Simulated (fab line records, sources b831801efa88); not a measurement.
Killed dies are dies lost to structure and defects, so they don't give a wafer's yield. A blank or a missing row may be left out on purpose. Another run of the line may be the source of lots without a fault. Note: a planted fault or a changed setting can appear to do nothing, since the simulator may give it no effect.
2 desks looking at one fault | flow sky130 | each desk has only its own numbers; what lay behind them comes last

== TOOL OWNER'S DESK, litho-track-01 ==
At SKY_LI_CONTACT_SOFTBAKE_08 (time 90 s), the tool's own readings, given per lot that ran on this tool as the mean of the sampled wafers with a number. A lot is out of limits, marked OUT, if its mean lies more than 4 standard deviations from the usual mean; the brackets give that distance.
Columns: A = heater-power-total-W at SKY_LI_CONTACT_SOFTBAKE_08, usual 57.36 W; B = plate-temp-C at SKY_LI_CONTACT_SOFTBAKE_08, usual 99.99 C
lot  | first seen here | A                | B
L383 | day 28 19:00    | 57.39            | 99.99
L385 | day 29 11:00    | 57.20            | 99.92
L386 | day 31 03:00    | 58.19 (+6.9) OUT | 100.97 (+7.5) OUT
L389 | day 31 07:00    | 58.11 (+6.3) OUT | 101.02 (+7.9) OUT
L390 | day 31 15:00    | 58.17 (+6.7) OUT | 100.91 (+7.1) OUT
This desk's finding: out of limits on L386, L389, L390; first on L386, day 31 03:00 (heater-power-total-W at SKY_LI_CONTACT_SOFTBAKE_08). L383, L385: within limits.

== AT THE METROLOGY DESK ==
What the gauges read, lot by lot, whatever tool the lot ran on: means of the sampled wafers that have a number. A lot is out of limits, marked OUT, if its mean lies more than 4 standard deviations from the usual mean; the brackets give that distance.
Columns: A = SD_N_TW at SKY_SD_N_TW_MEAS_12, usual 4002; B = SD_N_RS at SKY_SD_N_RS_MEAS_16, usual 68.54 ohm/sq
lot  | first seen here | A    | B
L382 | day 27 20:26    | 4000 | 68.62
L383 | day 28 04:26    | 3942 | 68.49
L384 | day 28 04:44    | 4007 | 68.64
L385 | day 28 20:01    | 4008 | 68.45
L386 | day 30 12:49    | 3949 | 68.44
L389 | day 30 16:27    | 3970 | 68.66
L390 | day 31 00:01    | 3934 | 68.61
L394 | day 32 03:32    | 3942 | 68.54
L397 | day 32 22:19    | 3964 | 68.45
L400 | day 34 00:49    | 4041 | 68.51
L402 | day 34 12:50    | 4040 | 68.47
L401 | day 34 13:10    | 4047 | 68.40
L404 | day 35 10:10    | 4004 | 68.62
L405 | day 35 11:09    | 4021 | 68.63
This desk's verdict: no lot among the 14 shows anything out of limits.

== TAKEN TOGETHER ==
The tool owner's desk had the chance to raise an alarm at day 31 03:00 on L386, L389, L390.
The metrology desk saw nothing out of limits.
The metrology desk holds a record of L386, L389, L390, inside its limits.
The lots listed all ran SKY_LI_CONTACT_SOFTBAKE_08 on litho-track-01.

== WHAT HAD BEEN PUT IN BY THE SIMULATOR ==
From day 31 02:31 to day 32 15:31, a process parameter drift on litho-track-01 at SKY_LI_CONTACT_SOFTBAKE_08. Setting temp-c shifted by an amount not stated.
Struck lots among those shown: L386, L389, L390.
Each desk's first reading out of limits, in hours after the fault started: the tool owner's desk, 0.
